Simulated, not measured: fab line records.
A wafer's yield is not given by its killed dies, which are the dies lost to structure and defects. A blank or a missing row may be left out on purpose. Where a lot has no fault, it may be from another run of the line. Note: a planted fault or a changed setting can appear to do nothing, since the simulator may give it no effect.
The tool behind it: which one? | flow gf180mcu | 33 wafers from 11 lots sampled at 7 of the route's 602 steps

## WHAT THE GAUGES SHOWED, per wafer
GF_POLY_GATE_THK_MEAS_01. Usual: POLY_GATE_CVD_00_THK typically reads 199.4 nm, with standard deviation 2.1.
lot  | measured     | on            | POLY_GATE_CVD_00_THK (nm) | flag
L985 | day 8 08:59  | film_metro-04 | 200.6 201.3 200.2         |
L992 | day 10 12:37 | film_metro-04 | 197.7 197.6 195.5         |
L993 | day 10 19:39 | film_metro-01 | 198.8 198.6 198.3         |
L994 | day 11 00:56 | film_metro-03 | 199.1 200.2 200.6         |
L102 | day 13 11:42 | film_metro-04 | 197.4 198.4 197.6         |
L103 | day 13 19:35 | film_metro-01 | 200.5 200.7 200.7         |
L104 | day 14 02:12 | film_metro-04 | 200.4 199.5 198.5         |
L105 | day 14 07:24 | film_metro-03 | 201.4 201.6 201.5         |
L106 | day 14 12:53 | film_metro-01 | 199.0 198.1 198.3         |
L107 | day 14 22:50 | film_metro-01 | 198.8 198.6 199.5         |
L108 | day 15 06:05 | film_metro-01 | 203.9 202.1 203.2         |

GF_HV_LDD_THK_MEAS_55. Usual: HV_LDD_CVD_54_THK typically reads 10.00 nm, with standard deviation 0.12.
lot  | measured     | on            | HV_LDD_CVD_54_THK (nm) | flag
L985 | day 12 06:28 | film_metro-02 | 9.93 9.82 9.85         |
L992 | day 14 17:56 | film_metro-04 | 9.98 10.08 9.79        |
L993 | day 15 02:49 | film_metro-01 | 9.91 9.92 9.89         |
L994 | day 15 09:58 | film_metro-04 | 9.95 10.11 10.09       |
L102 | day 18 07:23 | film_metro-01 | 9.81 9.79 9.87         |
L103 | day 18 14:46 | film_metro-01 | 10.07 10.02 10.00      |
L104 | day 18 20:09 | film_metro-01 | 9.87 9.88 10.02        |
L105 | day 19 04:18 | film_metro-04 | 10.05 9.91 9.95        |
L106 | day 19 16:10 | film_metro-01 | 10.10 10.18 10.07      |
L107 | day 19 23:31 | film_metro-04 | 9.93 10.03 9.97        |
L108 | day 20 06:23 | film_metro-04 | 10.04 10.11 10.06      |

GF_NSD_TW_MEAS_12. Usual: NSD_TW typically reads 4291, with standard deviation 49.
lot  | measured     | on            | NSD_TW                        | flag
L985 | day 13 04:06 | film_metro-04 | 4221 4226 4216                |
L992 | day 15 16:46 | film_metro-03 | 4061 4070 4080 4055 4073 4091 | OFF
L993 | day 16 02:24 | film_metro-03 | 4314 4321 4319                |
L994 | day 16 08:46 | film_metro-03 | 4091 4083 4082 4061 4075 4053 | OFF
L102 | day 19 10:22 | film_metro-02 | 4299 4302 4297                |
L103 | day 19 18:08 | film_metro-02 | 4299 4286 4302                |
L104 | day 20 00:09 | film_metro-03 | 4297 4273 4309                |
L105 | day 20 05:41 | film_metro-02 | 4303 4307 4309                |
L106 | day 20 17:27 | film_metro-04 | 4201 4215 4209                |
L107 | day 21 01:45 | film_metro-03 | 4364 4344 4319                |
L108 | day 21 09:03 | film_metro-04 | 4205 4199 4202                |

GF_PSD_OVL_MEAS_08. Usual: PSD_OVL typically reads 0.0 nm, with standard deviation 1.2.
lot  | measured     | on         | PSD_OVL (nm)   | flag
L985 | day 14 00:19 | overlay-01 | 1.1 -1.4 0.5   |
L992 | day 16 14:52 | overlay-02 | 0.6 0.6 -1.4   |
L993 | day 17 00:13 | overlay-01 | -0.2 -0.2 0.8  |
L994 | day 17 07:10 | overlay-01 | 1.7 0.3 0.3    |
L102 | day 20 10:07 | overlay-02 | 0.8 1.7 1.0    |
L103 | day 20 17:58 | overlay-01 | -1.4 0.0 0.1   |
L104 | day 21 00:18 | overlay-02 | -0.7 0.8 -0.4  |
L105 | day 21 05:49 | overlay-01 | 2.0 0.9 1.0    |
L106 | day 21 17:40 | overlay-02 | -1.4 -2.1 -0.1 |
L107 | day 22 01:28 | overlay-02 | 0.7 -1.1 -1.0  |
L108 | day 22 08:40 | overlay-02 | -0.2 -0.1 -1.8 |

GF_PSD_RS_MEAS_14: the measuring method here is four-point-probe. Usual: NSD_RS typically reads 46.17 ohm/sq, with standard deviation 0.087.
lot  | measured     | on            | NSD_RS (ohm/sq)                     | flag
L985 | day 14 00:48 | film_metro-03 | 46.12 46.13 46.04                   |
L992 | day 16 15:21 | film_metro-03 | 51.29 51.37 51.45 51.35 51.36 51.55 | OFF
L993 | day 17 00:42 | film_metro-02 | 46.32 46.30 46.17                   |
L994 | day 17 07:39 | film_metro-04 | 51.53 51.50 51.47 51.63 51.48 51.63 | OFF
L102 | day 20 10:40 | film_metro-02 | 46.21 46.06 46.29                   |
L103 | day 20 18:27 | film_metro-02 | 46.05 46.24 46.18                   |
L104 | day 21 00:47 | film_metro-03 | 45.98 46.08 46.10                   |
L105 | day 21 06:18 | film_metro-03 | 46.11 46.15 46.13                   |
L106 | day 21 18:09 | film_metro-04 | 46.18 46.16 46.26                   |
L107 | day 22 01:59 | film_metro-02 | 46.10 46.32 46.07                   |
L108 | day 22 09:09 | film_metro-03 | 46.18 46.13 46.06                   |

## EACH LOT AND THE TOOL THAT RAN IT (in order: tool; ch and the chambers of the sampled wafers; start)
lot  | GF_NSD_IMPLANT_09               | GF_NSD_STRIP_11
L985 | implanter-04 ch 0, day 13 03:42 | plasma_asher-03 ch 0,1, day 13 04:00
L992 | implanter-04 ch 0, day 15 16:23 | plasma_asher-01 ch 0,1, day 15 16:40
L993 | implanter-01 ch 0, day 16 02:00 | plasma_asher-01 ch 0,1, day 16 02:18
L994 | implanter-04 ch 0, day 16 08:22 | plasma_asher-01 ch 0,1, day 16 08:40
L102 | implanter-01 ch 0, day 19 10:00 | plasma_asher-04 ch 0,1, day 19 10:17
L103 | implanter-01 ch 0, day 19 17:44 | plasma_asher-04 ch 0,1, day 19 18:02
L104 | implanter-02 ch 0, day 19 23:45 | plasma_asher-04 ch 0,1, day 20 00:03
L105 | implanter-01 ch 0, day 20 05:17 | plasma_asher-01 ch 0,1, day 20 05:35
L106 | implanter-04 ch 0, day 20 17:03 | plasma_asher-01 ch 0,1, day 20 17:21
L107 | implanter-01 ch 0, day 21 01:21 | plasma_asher-01 ch 0,1, day 21 01:39
L108 | implanter-04 ch 0, day 21 08:39 | plasma_asher-04 ch 0,1, day 21 08:57
- GF_NSD_IMPLANT_09
- GF_NSD_STRIP_11: strips in O2/N2.

## AS READ BY THE TOOLS THEMSELVES (means over the sampled wafers that have a number; for cases with no such wafer, the mark the record gives instead)
GF_NSD_IMPLANT_09. Usual: beam_energy_keV 60.005, standard deviation 0.022.
lot  | tool         | beam_energy_keV | flag
L985 | implanter-04 | 60.017          |
L992 | implanter-04 | 41.659          | OFF
L993 | implanter-01 | 59.984          |
L994 | implanter-04 | 41.694          | OFF
L102 | implanter-01 | 59.982          |
L103 | implanter-01 | 60.029          |
L104 | implanter-02 | 60.023          |
L105 | implanter-01 | 60.009          |
L106 | implanter-04 | 59.999          |
L107 | implanter-01 | 60.015          |
L108 | implanter-04 | 60.020          |

GF_NSD_STRIP_11. Usual: drypump_motor_current_A 5.4 A, standard deviation 0.55; heater_power_w 330 W, standard deviation 29; oes_product_au 0.486 a.u., standard deviation 0.0041; strip_time_to_endpoint_s 22.94 s, standard deviation 0.038.
lot  | tool            | drypump_motor_current_A (A) | heater_power_w (W) | oes_product_au (a.u.) | strip_time_to_endpoint_s (s) | flag
L985 | plasma_asher-03 | 6.3                         | 368                | 0.487                 | 22.94                        |
L992 | plasma_asher-01 | 5.0                         | 335                | 0.515                 | 20.53                        | OFF
L993 | plasma_asher-01 | 5.2                         | 319                | 0.494                 | 22.86                        |
L994 | plasma_asher-01 | 5.2                         | 322                | 0.521                 | 20.59                        | OFF
L102 | plasma_asher-04 | 5.2                         | 316                | 0.484                 | 22.95                        |
L103 | plasma_asher-04 | 5.1                         | 332                | 0.487                 | 22.94                        |
L104 | plasma_asher-04 | 5.1                         | 324                | 0.486                 | 22.90                        |
L105 | plasma_asher-01 | 5.3                         | 319                | 0.482                 | 22.90                        |
L106 | plasma_asher-01 | 5.0                         | 329                | 0.487                 | 22.95                        |
L107 | plasma_asher-01 | 5.0                         | 327                | 0.486                 | 22.97                        |
L108 | plasma_asher-04 | 5.1                         | 329                | 0.489                 | 22.93                        |

## THE ANSWER, worked out from the rows above alone
Rule: a lot is off if the mean of its wafers that have a number lies more than 3 standard deviations from the usual mean. A lot without any number at a reading at which 4 lots or more have one is off too. Where the step has rows for the other lots, those lots are counted as sound. After the gauges, taken in route order, come the tools' own readings; for these a lot's mean is taken, as printed above. At the first step where some lot is off, the reading lying furthest off is the one used; lots without a number count as furthest.
Off: L992, L994, at GF_NSD_TW_MEAS_12 (NSD_TW).
A tool fits if, at a process step before that reading, it ran every lot that is off, and no sound lot after the first of them. The gauges at GF_NSD_TW_MEAS_12 aren't tried: what is off there is off at GF_NSD_IMPLANT_09 too, on other tools, and a gauge's error can't cause that. Of those tried, none fits.

## WHAT THE SIMULATOR HAD INSERTED
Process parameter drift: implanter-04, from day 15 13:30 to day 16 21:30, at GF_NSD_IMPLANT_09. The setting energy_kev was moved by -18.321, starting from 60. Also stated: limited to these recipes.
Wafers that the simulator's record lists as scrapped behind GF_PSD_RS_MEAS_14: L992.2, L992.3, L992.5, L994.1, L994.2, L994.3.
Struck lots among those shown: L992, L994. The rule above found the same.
